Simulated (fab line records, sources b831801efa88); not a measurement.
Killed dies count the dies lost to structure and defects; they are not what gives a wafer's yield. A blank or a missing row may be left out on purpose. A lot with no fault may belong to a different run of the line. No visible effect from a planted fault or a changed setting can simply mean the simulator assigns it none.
The tool behind it: which one?	flow sky130	at 1 step of a route of 708, 6 lots with 18 wafers sampled

## WHAT THE GAUGES SHOWED, per wafer
SKY_FIELD_ISO_THK_MEAS_25.
lot	measured	on	FIELD_ISO_CVD_24_THK (nm)
L667	day 3 01:10	film metro-04	596 598 605
L670	day 3 13:59	film metro-04	592 589 589
L674	day 4 11:11	film metro-01	602 613 604
L681	day 6 00:02	film metro-03	591 605 609
L683	day 6 12:14	film metro-01	592 604 601
L685	day 7 00:16	film metro-01	596 592 600

## TOOL THAT RAN EACH LOT (tool first, then ch and the chambers of the sampled wafers, then the start)
The record holds no process step before these readings.

## THE ANSWER, worked out from the rows above alone
Rule: the lots themselves supply what counts as usual. The widest of any qualifying gaps counts: lots, ordered by their means at a reading, are off when they make up no more than a third of the lots, leave a main group of 4 or more, and stand apart from it by 3 or more times the standard deviation of that group's means. If all means in a main group match to the digits the tables above print for the reading, that group is not used. A lot without any number at a reading at which 4 lots or more have one is off too. All remaining lots with rows at the step are treated as sound.
No lot is off at any reading shown: from this, nothing can be told.

## WHAT THE SIMULATOR HAD PUT IN
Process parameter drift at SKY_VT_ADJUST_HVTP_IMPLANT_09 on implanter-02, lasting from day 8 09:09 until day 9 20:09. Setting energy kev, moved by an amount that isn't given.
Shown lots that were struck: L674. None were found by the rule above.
